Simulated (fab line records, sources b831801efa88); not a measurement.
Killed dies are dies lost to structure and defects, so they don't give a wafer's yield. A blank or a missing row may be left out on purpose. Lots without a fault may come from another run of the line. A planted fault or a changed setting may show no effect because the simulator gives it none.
fab line records | flow sky130
record lots=5 wafers=15 last_day=50
route steps=708 shown SONOS_ONO@182 GATE_OXIDE@187 PAD_OPEN@708
lots that met no fault: from a run of the same line without faults
start_h: hours from the record's first day to the start of the lot's first wafer shown | wait_h: hours since the lot's step before | " the same as in the row above | L1.1+2: a row that stands for several wafers | - no value, or no start given | * or withheld: withheld | < > ~ a bound
route shown NAME@n: a module of which the file shows steps, and the number in the route of the first | usual: mean/standard deviation of fault-free wafers | same: alike in all rows | chamber/n: place in a boat | sites: the reading at each site | _std_site: their standard deviation | _edge_site: outer sites' mean less inner sites' | radius_mm: how far each site lies from the wafer's centre | mask NAME#n: copy n | behind: the tool/chamber that last shaped the wafer | hold: why the lot was held/for how many hours/how that ended | device: the transistor (n, p or np) that didn't switch | end of line: the same wafers' tests at the end of the route | a step without rows: its recipe alone | killed: dies lost to structure and defects at the first sort, not the wafer's yield | map: a wafer's dies, x killed, . not, _ none there
set.NAME: the setting as run; set.NAME@STEP: as run at that earlier step | model.NAME: the simulator's own value behind a step, which no gauge read
lots at some steps of the route; a table a step, a row a wafer
services: from which hour (start_h, from the record's first day; less than 0 if before it) a tool's chamber was out of use, for how many hours, and why
## steps
# step SKY_SONOS_ONO_OVL_MEAS_14
# usual SONOS_ONO_OVL=0.6/1.3
# columns lot.wafer tool chamber start_h wait_h SONOS_ONO_OVL[nm]
L593.2 overlay-01 - 318.30 0.1 0.0
L593.4 " - " " 1.6
L593.6 " - " " 1.1
L603.1 overlay-01 - 409.69 0.1 0.5
L603.4 " - " " -0.4
L603.5 " - " " -1.1
L608.1 overlay-01 - 454.52 0.1 -0.1
L608.2 " - " " 0.0
L608.5 " - " " -0.9
L609.1 overlay-01 - 460.27 0.1 1.5
L609.4 " - " " 0.9
L609.6 " - " " 2.6
L611.1 overlay-01 - 472.99 0.1 2.5
L611.3 " - " " 1.5
L611.5 " - " " 2.5
# step SKY_SONOS_ONO_ETCH_15
# recipe target_depth_nm=19.52 chemistry=CHF3/O2 source_w=600 bias_w=200 pressure_mtorr=40 chf3_flow_sccm=50 O2_flow_sccm=5 time_s=7.8
# usual drypump_motor_current_A=5.8/0.43 oes_product_au=0.997/0.0084 throttle_valve_pct=8.824/0.0087
# columns lot.wafer tool chamber start_h wait_h drypump_motor_current_A oes_product_au rf_hours_counter_h throttle_valve_pct
L593.2 rie_diel-01 0 318.33 0.0 5.9 0.994 42 8.832
L593.4 " 1 " " 5.6 0.973 38 8.811
L593.6 " 1 " " 5.6 0.978 - 8.826
L603.1 rie_diel-01 1 409.73 0.0 5.6 0.984 40 8.808
L603.4 " 0 " " 5.9 0.997 43 8.826
L603.5 " 2 " " 5.5 0.995 - 8.834
L608.1 rie_diel-04 2 454.56 0.0 5.4 0.994 6 8.819
L608.2 " 1 " " 6.4 0.996 0 8.820
L608.5 " 0 " " 6.5 0.999 - 8.832
L609.1 rie_diel-03 0 460.31 0.0 6.1 1.010 80 8.838
L609.4 " 2 " " 5.5 1.010 6 8.834
L609.6 " 0 " " 6.0 1.000 - 8.826
L611.1 rie_diel-03 0 473.03 0.0 6.0 0.999 80 8.826
L611.3 " 2 " " 5.5 0.992 6 8.825
L611.5 " 1 " " 5.1 1.005 - 8.828
# step SKY_SONOS_ONO_WET_ETCH_16
# recipe chemistry=dHF target_depth_nm=14 dry=n2_spin target=SiO2 dilution=100:1 temp_c=25 time_s=280
# step SKY_SONOS_ONO_STRIP_17
# recipe chemistry=O2/N2 power_w=1400 pressure_mtorr=1500 platen_temp_c=withheld o2_flow_sccm=3000 n2_flow_sccm=300 overash_fraction=0.5
# usual drypump_motor_current_A=5.8/0.39 oes_product_au=0.710/0.0045 strip_time_to_endpoint_s=14.12/0.038
# columns lot.wafer tool chamber start_h wait_h drypump_motor_current_A oes_product_au rf_hours_counter_h strip_time_to_endpoint_s
L593.2 plasma_asher-02 0 318.43 0.0 5.8 0.707 20 14.10
L593.4 " 1 " " 6.1 0.716 - 14.20
L593.6 " 1 " " 6.1 0.706 - 14.11
L603.1 plasma_asher-01 0 409.83 0.0 6.2 0.711 58 14.19
L603.4 " 1 " " 5.6 0.714 - 14.15
L603.5 " 0 " " 6.2 0.712 - 14.12
L608.1 plasma_asher-02 1 454.67 0.0 6.1 0.711 34 14.07
L608.2 " 0 " " 5.8 0.712 34 14.11
L608.5 " 1 " " 6.1 0.718 - 14.07
L609.1 plasma_asher-01 0 460.42 0.0 6.2 0.704 63 14.16
L609.4 " 0 " " 6.2 0.714 - 14.13
L609.6 " 0 " " 6.2 0.707 - 14.16
L611.1 plasma_asher-04 0 473.14 0.0 5.9 0.712 4 14.11
L611.3 " 1 " " 4.9 0.722 - 14.10
L611.5 " 0 " " 5.9 0.700 - 14.13
# step SKY_SONOS_ONO_WET_ETCH_18
# recipe chemistry=H3PO4 target_depth_nm=15 target=Si3N4 temp_c=160 time_s=172
# step SKY_GATE_OXIDE_CLEAN_00
# recipe chemistry=SC1/SC2 mix=1:4:20 temp_c=70 time_s=150 dry=n2_spin
# step SKY_GATE_OXIDE_OXIDATION_01
# recipe temp_c=900 ambient=O2 stabilise_s=600 purge_s=300 target_thk_a=102.68 ox_time_s=1473
# step SKY_GATE_OXIDE_THK_MEAS_02
# recipe reads=SiO2_of_GATE_OXIDE_OXIDATION_01
# usual GATE_OXIDE_OXIDATION_00_THK=10.30/0.24
# columns lot.wafer tool chamber start_h wait_h GATE_OXIDE_OXIDATION_00_THK[nm]
L593.2 film_metro-03 - 320.06 0.0 10.61
L593.4 " - " " 10.75
L593.6 " - " " 10.56
L603.1 film_metro-02 - 411.55 0.0 10.37
L603.4 " - " " 10.18
L603.5 " - " " 10.51
L608.1 film_metro-03 - 456.34 0.0 10.30
L608.2 " - " " 10.50
L608.5 " - " " 10.44
L609.1 film_metro-02 - 462.59 0.0 9.94
L609.4 " - " " 9.86
L609.6 " - " " 10.12
L611.1 film_metro-04 - 474.84 0.0 10.23
L611.3 " - " " 10.28
L611.5 " - " " 10.30
# step SKY_GATE_OXIDE_DEHYDRATE_03
# recipe temp_c=200 time_s=60
# step SKY_GATE_OXIDE_HMDS_04
# recipe prime_time_s=60 prime_temp_c=120
# step SKY_GATE_OXIDE_COAT_05
# recipe resist=NOVOLAK spin_rpm=3000 resist_thk_nm=1140
# step SKY_GATE_OXIDE_SOFTBAKE_06
# recipe temp_c=90 time_s=60 resist=NOVOLAK
# step SKY_GATE_OXIDE_EXPOSE_07
# recipe mask_id=LVOM na=0.6 source_shape=conventional sigma_outer=0.6 polarization=unpolarized target_cd_nm=600 dose_mj=170
# usual reticle_temp_C=23.00/0.1
# columns lot.wafer tool chamber start_h wait_h mask reticle_temp_C
L593.2 iline_stepper-01 0 333.45 - NWM#0 22.89
L593.4 " 0 " " NWM#0 23.05
L593.6 " 0 " " NWM#0 23.02
L603.1 iline_stepper-01 0 425.69 - LVOM#0 23.24
L603.4 " 0 " " LVOM#0 23.09
L603.5 " 0 " " LVOM#0 23.16
L608.1 iline_stepper-02 0 472.02 - LVOM#0 22.98
L608.2 " 0 " " LVOM#0 22.88
L608.5 " 0 " " LVOM#0 22.91
L609.1 iline_stepper-01 0 478.12 - LVOM#0 23.21
L609.4 " 0 " " LVOM#0 23.05
L609.6 " 0 " " LVOM#0 23.10
L611.1 iline_stepper-01 0 489.97 - LVOM#0 23.06
L611.3 " 0 " " LVOM#0 23.19
L611.5 " 0 " " LVOM#0 23.07
# step SKY_GATE_OXIDE_PEB_08
# recipe temp_c=withheld time_s=* resist=NOVOLAK
# step SKY_GATE_OXIDE_DEVELOP_09
# recipe resist=NOVOLAK developer=TMAH develop_time_s=60 dev_temp_c=23
# step SKY_GATE_OXIDE_OVL_MEAS_10
# usual GATE_OXIDE_OVL=-0.6/1.4
# columns lot.wafer tool chamber start_h wait_h GATE_OXIDE_OVL[nm]
L593.2 overlay-01 - 346.79 0.1 -
L593.4 " - " " -
L593.6 " - " " -
L603.1 overlay-02 - 441.64 0.1 -2.2
L603.4 " - " " -1.0
L603.5 " - " " -1.7
L608.1 overlay-01 - 487.24 0.1 2.1
L608.2 " - " " 0.1
L608.5 " - " " 0.5
L609.1 overlay-02 - 493.09 0.1 0.9
L609.4 " - " " -1.1
L609.6 " - " " 1.2
L611.1 overlay-01 - 504.95 0.1 -1.9
L611.3 " - " " 0.0
L611.5 " - " " 1.2
# step SKY_GATE_OXIDE_IMPLANT_11
# recipe species=B energy_kev=10 dose_cm2=2.6e+12 tilt_deg=withheld
# step SKY_GATE_OXIDE_WET_ETCH_12
# recipe chemistry=dHF target_depth_nm=16.8 dry=n2_spin target=SiO2 dilution=100:1 temp_c=25 time_s=336
# step SKY_GATE_OXIDE_STRIP_13
# recipe chemistry=O2/N2 power_w=1400 pressure_mtorr=1500 platen_temp_c=withheld o2_flow_sccm=3000 n2_flow_sccm=300 overash_fraction=0.5
# usual drypump_motor_current_A=5.9/0.3 oes_product_au=0.715/0.0045 strip_time_to_endpoint_s=14.19/0.032
# columns lot.wafer tool chamber start_h wait_h drypump_motor_current_A oes_product_au rf_hours_counter_h strip_time_to_endpoint_s
L593.2 plasma_asher-03 0 347.08 0.0 5.5 0.711 65 14.17
L593.4 " 1 " " 6.3 0.713 - 14.19
L593.6 " 0 " " 5.6 0.716 - 14.16
L603.1 plasma_asher-02 0 441.93 0.0 5.8 0.707 33 14.14
L603.4 " 1 " " 6.0 0.708 - 14.18
L603.5 " 1 " " 6.1 0.722 - 14.18
L608.1 plasma_asher-02 1 487.52 0.0 6.0 0.712 37 14.18
L608.2 " 0 " " 5.8 0.712 37 14.16
L608.5 " 1 " " 6.0 0.711 - 14.13
L609.1 plasma_asher-02 0 493.47 0.0 5.8 0.718 38 14.18
L609.4 " 1 " " 6.0 0.714 - 14.18
L609.6 " 1 " " 6.0 0.715 - 14.12
L611.1 plasma_asher-02 1 505.24 0.0 6.1 0.718 39 14.20
L611.3 " 1 " " 6.1 0.716 - 14.18
L611.5 " 0 " " 5.7 0.718 - 14.16
# step SKY_GATE_OXIDE_TW_MEAS_14
# usual GATE_OXIDE_TW=225.1/1.8
# columns lot.wafer tool chamber start_h wait_h GATE_OXIDE_TW
L593.2 film_metro-04 - 347.19 0.1 30.4
L593.4 " - " " 30.4
L593.6 " - " " 30.3
L603.1 film_metro-04 - 442.03 0.1 226.3
L603.4 " - " " 226.4
L603.5 " - " " 227.2
L608.1 film_metro-02 - 487.62 0.1 224.3
L608.2 " - " " 224.4
L608.5 " - " " 225.4
L609.1 film_metro-04 - 493.57 0.1 226.1
L609.4 " - " " 226.5
L609.6 " - " " 226.8
L611.1 film_metro-03 - 505.34 0.1 222.8
L611.3 " - " " 223.0
L611.5 " - " " 224.4
# step SKY_GATE_OXIDE_CLEAN_15
# recipe chemistry=SC1/SC2 mix=1:4:20 temp_c=70 time_s=150 dry=n2_spin
# step SKY_PAD_OPEN_PROBE_99
# usual killed_at_M0_to_M3=45/7.9 killed_at_M4_up=2.9/1.8 killed_at_contacts=25/5.5 killed_at_front_end=16/4.4 killed_at_other=0.3/0.58 killed_dies=89/9.4 killed_on_rim=18/3.9 killed_open=49/6.8 killed_short=40/6.3
# same gross_dies=492 killed_at_back_side=0
# columns lot.wafer tool chamber start_h wait_h killed_at_M0_to_M3 killed_at_M4_up killed_at_contacts killed_at_front_end killed_at_other killed_dies killed_on_rim killed_open killed_short
L593.2 prober-02 - 1102.92 0.1 49 5 27 411 0 492 96 54 38
L593.4 prober-02 - 1103.02 0.2 39 6 26 421 0 492 96 43 36
L593.6 prober-02 - 1103.12 0.2 37 1 15 439 0 492 96 41 37
L603.1 prober-01 - 1159.01 0.1 47 3 30 16 1 97 24 52 44
L603.4 prober-01 - 1159.16 0.2 45 3 20 21 0 89 16 42 46
L603.5 prober-01 - 1159.21 0.2 38 3 24 13 0 78 15 37 41
L608.1 prober-01 - 1186.24 0.1 43 0 22 22 0 87 14 48 38
L608.2 prober-01 - 1186.29 0.1 60 6 19 13 0 98 16 60 37
L608.5 prober-01 - 1186.44 0.2 55 3 19 19 1 97 21 51 46
# killed by level:class
L593.2 GATE_OXIDE:area_expose=400 CONTACT:geometric_particle:open=13 VIA2:geometric_particle:open=13 VIA1:geometric_particle:open=6 LOCAL_INTERCONNECT:geometric_particle:short=5 VIA2:geometric_particle:short=5 VIA3:geometric_particle:open=5 POLY_GATE:geometric_particle:open=4
L593.4 GATE_OXIDE:area_expose=413 VIA2:geometric_particle:open=9 VIA1:geometric_particle:open=8 CONTACT:geometric_particle:open=8 CONTACT:geometric_particle:short=7 METAL1:geometric_particle:short=5 VIA3:geometric_particle:open=5 METAL4:geometric_particle:short=5
L593.6 GATE_OXIDE:area_expose=414 METAL2:geometric_particle:short=10 CONTACT:geometric_particle:open=8 FIELD_ISO:geometric_particle:open=7 VIA1:geometric_particle:open=7 POLY_GATE:geometric_particle:short=4 POLY_GATE:geometric_particle:open=4 SPACER:geometric_particle:short=4
L603.1 VIA1:geometric_particle:open=13 CONTACT:geometric_particle:open=12 LI_CONTACT:geometric_particle:open=9 VIA3:geometric_particle:open=7 METAL2:geometric_particle:short=6 VIA3:geometric_particle:short=6 CONTACT:geometric_particle:short=5 VIA1:geometric_particle:short=5
L603.4 VIA3:geometric_particle:open=9 VIA1:geometric_particle:open=8 CONTACT:geometric_particle:open=8 VIA1:geometric_particle:short=7 CONTACT:geometric_particle:short=6 FIELD_ISO:geometric_particle:short=5 POLY_GATE:geometric_particle:short=5 METAL1:geometric_particle:short=4
L603.5 CONTACT:geometric_particle:open=13 VIA1:geometric_particle:short=7 VIA1:geometric_particle:open=7 CONTACT:geometric_particle:short=6 METAL1:geometric_particle:short=5 POLY_GATE:geometric_particle:open=4 LOCAL_INTERCONNECT:geometric_particle:short=4 METAL2:geometric_particle:short=4
L608.1 VIA2:geometric_particle:open=10 VIA1:geometric_particle:open=9 CONTACT:geometric_particle:open=9 FIELD_ISO:geometric_particle:open=7 POLY_GATE:geometric_particle:short=7 METAL1:geometric_particle:short=6 LOCAL_INTERCONNECT:geometric_particle:short=5 VIA2:geometric_particle:short=5
L608.2 VIA1:geometric_particle:open=15 VIA2:geometric_particle:open=12 VIA3:geometric_particle:open=9 CONTACT:geometric_particle:open=7 LI_CONTACT:geometric_particle:open=6 METAL2:geometric_particle:short=6 FIELD_ISO:geometric_particle:short=4 VIA1:geometric_particle:short=4
L608.5 VIA2:geometric_particle:open=12 VIA1:geometric_particle:open=10 FIELD_ISO:geometric_particle:open=6 CONTACT:geometric_particle:open=6 METAL2:geometric_particle:short=5 POLY_GATE:geometric_particle:short=5 METAL1:geometric_particle:short=5 METAL1:geometric_particle:open=5
# map L593.2 (x killed, . not)
__________xxxxxxxxxx_________
________xxxxxxxxxxxxxx_______
______xxxxxxxxxxxxxxxxxx_____
_____xxxxxxxxxxxxxxxxxxxx____
____xxxxxxxxxxxxxxxxxxxxxx___
___xxxxxxxxxxxxxxxxxxxxxxxx__
__xxxxxxxxxxxxxxxxxxxxxxxxxx_
_xxxxxxxxxxxxxxxxxxxxxxxxxxxx
_xxxxxxxxxxxxxxxxxxxxxxxxxxxx
_xxxxxxxxxxxxxxxxxxxxxxxxxxxx
_xxxxxxxxxxxxxxxxxxxxxxxxxxxx
_xxxxxxxxxxxxxxxxxxxxxxxxxxxx
_xxxxxxxxxxxxxxxxxxxxxxxxxxxx
_xxxxxxxxxxxxxxxxxxxxxxxxxxxx
_xxxxxxxxxxxxxxxxxxxxxxxxxxxx
__xxxxxxxxxxxxxxxxxxxxxxxxxx_
___xxxxxxxxxxxxxxxxxxxxxxxx__
____xxxxxxxxxxxxxxxxxxxxxx___
_____xxxxxxxxxxxxxxxxxxxx____
______xxxxxxxxxxxxxxxxxx_____
________xxxxxxxxxxxxxx_______
__________xxxxxxxxxx_________
# map L603.1 (x killed, . not)
__________x..x...x.._________
________.............._______
______..........x..x...._____
_____.x.....xxx...x.....x____
____.......x....x.......x.___
___.x...x......x.........x.__
__..xx...x.........x...x...._
_x..x........x...xx..xx...x..
_.........x...........x....xx
_.........x.....x....x.....xx
_...xx........x.x....xx......
_x............xx....xx.....x.
_...x.xx................x.x..
_...x...........xx...........
_.....x..xx.........x..x...xx
__......x....x.x.xx..x...x.._
___.....x....x...x...xx..x.__
____xx.........x..........___
_____.x.....x............____
______x....x......xx..x._____
________...x.....xx..._______
__________.x.x....xx_________
## services
# columns tool chamber start_h hours kind
plasma_asher-03 - 296.54 0.3 repair
rie_diel-04 1 308.72 9.2 repair
iline_stepper-01 - 320.42 4.4 pm
rie_diel-03 - 326.05 0.8 repair
plasma_asher-04 - 331.91 1.4 repair
plasma_asher-04 - 336.84 2.8 pm
rie_diel-04 0 341.55 7.4 repair
rie_diel-01 2 345.59 26.9 repair
rie_diel-01 0 376.72 9.9 repair
rie_diel-03 - 379.79 2.8 pm
rie_diel-04 3 388.14 - clean
rie_diel-04 3 388.14 24.2 scheduled_down
rie_diel-04 3 388.14 24.2 vent_cycle
rie_diel-04 1 392.87 3.8 repair
rie_diel-03 3 398.28 12.8 repair
iline_stepper-02 - 404.45 15.9 repair
plasma_asher-04 - 405.52 1.9 repair
plasma_asher-04 - 421.25 9.0 pm
iline_stepper-02 - 446.39 1.7 pm
iline_stepper-01 0 469.22 - calibration
rie_diel-01 0 477.66 2.9 repair
plasma_asher-03 - 492.14 4.3 pm
plasma_asher-03 - 497.83 2.8 pm
iline_stepper-01 - 500.47 1.7 pm
## key
first_sign step=SKY_GATE_OXIDE_EXPOSE_07 reading=mask direction=changed
effect step=SKY_GATE_OXIDE_OVL_MEAS_10 reading=GATE_OXIDE_OVL direction=missing
effect step=SKY_GATE_OXIDE_TW_MEAS_14 reading=GATE_OXIDE_TW direction=down sigmas=99+ usual=225.1 struck=30.4
effect step=SKY_PAD_OPEN_PROBE_99 reading=killed_at_front_end direction=up sigmas=94 usual=16 struck=424
more_kills_born_at SKY_GATE_OXIDE_EXPOSE_07@iline_stepper-01=1227
met_at SKY_GATE_OXIDE_EXPOSE_07
struck_wafers L593.2,L593.4,L593.6
later_rows_left_out L593.2,L593.4,L593.6
tester_left_out L593
fault kind=wrong_mask tool=any chamber=- onset_h=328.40 steps=SKY_GATE_OXIDE_EXPOSE_07 aux_copy=NWM#0 scope=struck_lots_only
# tester_left_out: of these lots the tester's yield and bins aren't shown, on N5 and GAA mostly nor the transistor test; their killed dies are dies lost to structure and defects alone, not to doping, threshold or leakage, so they don't give the yield
# later_rows_left_out: the simulator's readings of these wafers behind a module that went badly wrong aren't trusted and aren't shown, but for the sort
